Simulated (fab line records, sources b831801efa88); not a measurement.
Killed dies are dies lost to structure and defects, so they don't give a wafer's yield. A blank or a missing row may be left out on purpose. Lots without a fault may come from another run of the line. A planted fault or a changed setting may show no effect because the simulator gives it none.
A struck lot beside a sound one | flow sfq_line | 18 steps out of a route of 325
Sound: wafers L797.1, L797.3, L797.4. Struck: wafer L806.2. (L806.3, L806.6 of the same lot were not struck and are left out.) The cause comes at the end.
At each step with rows: each side's tool, then ch and its chambers, then its first start. Under that, the readings that differ: sound wafers | struck wafers | difference of the means | sigmas: that difference in standard deviations of wafers without a fault.
alike: readings whose means differ by less than 2 such deviations, and words and numbers that are the same on both sides. not compared: withheld readings, readings that some wafer has no value for, bounds like >300 that may hide the same value, and numbers for which the record gives no deviation and whose values overlap.
The two part at a step that has a row with sigmas, a row that says differs or no value, or rows on one side only. Numbers that don't overlap but have no deviation are shown without sigmas and don't part them. A reading that every wafer of one side lacks parts them only if that side has two wafers or more.

SFQ_I0_OVL_MEAS_908:
  sound on overlay-01, day 23 03:52; struck on overlay-02, day 26 06:31
  reading     | sound      | struck | difference | sigmas
  I0_OVL (nm) | -10 -5 -10 | 8      | +16        | +3
SFQ_TRILAYER_I0_VIA_BARC_OPEN_VIA_ETCH_046: etches BARC in O2, target depth 125 nm, time 41.7 s.
  sound on rie_diel-02 ch 0,1,3, day 23 03:55; struck on rie_diel-01 ch 1, day 26 06:32
  reading               | sound             | struck | difference | sigmas
  oes_product_au (a.u.) | 0.684 0.678 0.686 | 0.694  | +0.011     | +2
  alike: drypump_motor_current_A
  not compared: rf_hours_counter_h
SFQ_TRILAYER_I0_VIA_ETCH_VIA_ETCH_034: etches SiO2 in CHF3, stops on Nb, target depth 260 nm.
  sound on rie_diel-02 ch 0,1,3, day 23 03:57; struck on rie_diel-01 ch 1, day 26 06:35
  alike: drypump_motor_current_A, oes_product_au
SFQ_TRILAYER_I0_VIA_STRIP_STRIP_035: strips in O2.
  sound on rie_metal-04 ch 0,1, day 23 04:04; struck on rie_metal-02 ch 0, day 26 06:41
  alike: drypump_motor_current_A, oes_product_au
  not compared: rf_hours_counter_h
then, 2 steps without rows for these wafers: SFQ_TRILAYER_I0_VIA_STRIP_SOLV_CLEAN_036 (cleans in NMP, time 600 s); SFQ_TRILAYER_M1_DEP_PRE_CLEAN_038 (time 22.5 s).
SFQ_TRILAYER_M1_DEP_SPUTTER_037: material Nb, target thk 200 nm, time 133.3 s.
  sound on pvd_sputter-05, day 23 04:52; struck on pvd_sputter-04, day 26 07:30
  reading                  | sound                   | struck  | difference | sigmas
  chamber_pressure_pa (Pa) | 0.13357 0.13323 0.13359 | 0.13296 | -0.00050   | -2
  alike: throttle_valve_pct
SFQ_M1_RS_MEAS_909: measures by four-point-probe.
  sound on film_metro-01, day 23 04:58; struck on film_metro-04, day 26 07:37
  alike: M1_NB_RS
then, 3 steps without rows for these wafers: SFQ_TRILAYER_M1_LITHO_COAT_044 (resist thk 62 nm); SFQ_TRILAYER_M1_LITHO_COAT_039 (resist thk 600 nm); SFQ_TRILAYER_M1_LITHO_SOFTBAKE_043.
-- the record jumps here: 6 days lie between the struck wafers' starts before and after --
SFQ_TRILAYER_M1_LITHO_EXPOSE_040: exposes mask M1, target cd 500 nm.
  sound on krf_scanner-01 ch 0, day 28 17:54; struck on krf_scanner-02 ch 0, day 32 05:07
  alike: mask
then, 2 steps without rows for these wafers: SFQ_TRILAYER_M1_LITHO_PEB_042 (peb time 60 s); SFQ_TRILAYER_M1_LITHO_DEVELOP_041 (time 60 s).
SFQ_M1_OVL_MEAS_911:
  sound on overlay-02, day 28 19:24; struck on overlay-02, day 32 06:26
  reading     | sound    | struck | difference | sigmas
  M1_OVL (nm) | -3 -5 -2 | 13     | +16        | +3
SFQ_TRILAYER_M1_BARC_OPEN_METAL_ETCH_054: etches BARC in O2, target depth 125 nm, time 41.7 s.
  sound on rie_metal-03 ch 0,1, day 28 19:26; struck on rie_metal-03 ch 1, day 32 06:28
  reading             | sound             | struck | difference | sigmas
  model.M1.cd_nm (nm) | 501.5 500.5 500.7 | 494.7  | -6.2       |
  alike: drypump_motor_current_A, oes_product_au
  not compared: rf_hours_counter_h
SFQ_TRILAYER_M1_ETCH_METAL_ETCH_042: etches Nb in Cl2/Ar, stops on SiO2, target depth 240 nm, time 120 s.
  sound on rie_metal-03 ch 0,1, day 28 19:29; struck on rie_metal-03 ch 1, day 32 06:31
  reading             | sound           | struck | difference | sigmas
  model.M1.cd_nm (nm) | 498.5 496 496.5 | 492.7  | -4.3       |
  alike: drypump_motor_current_A, oes_product_au
  not compared: rf_hours_counter_h
SFQ_TRILAYER_M1_STRIP_STRIP_043: strips in O2.
  sound on rie_metal-03 ch 0,1, day 28 19:37; struck on rie_metal-03 ch 1, day 32 06:38
  alike: drypump_motor_current_A, oes_product_au
  not compared: rf_hours_counter_h

WHERE THEY PART
First at SFQ_I0_OVL_MEAS_908; last, within this record, at SFQ_M1_OVL_MEAS_911. Later steps at which nothing parts them and some readings are alike: SFQ_TRILAYER_M1_BARC_OPEN_METAL_ETCH_054, SFQ_TRILAYER_M1_ETCH_METAL_ETCH_042, SFQ_TRILAYER_M1_STRIP_STRIP_043.

WHY: what the simulator had put in
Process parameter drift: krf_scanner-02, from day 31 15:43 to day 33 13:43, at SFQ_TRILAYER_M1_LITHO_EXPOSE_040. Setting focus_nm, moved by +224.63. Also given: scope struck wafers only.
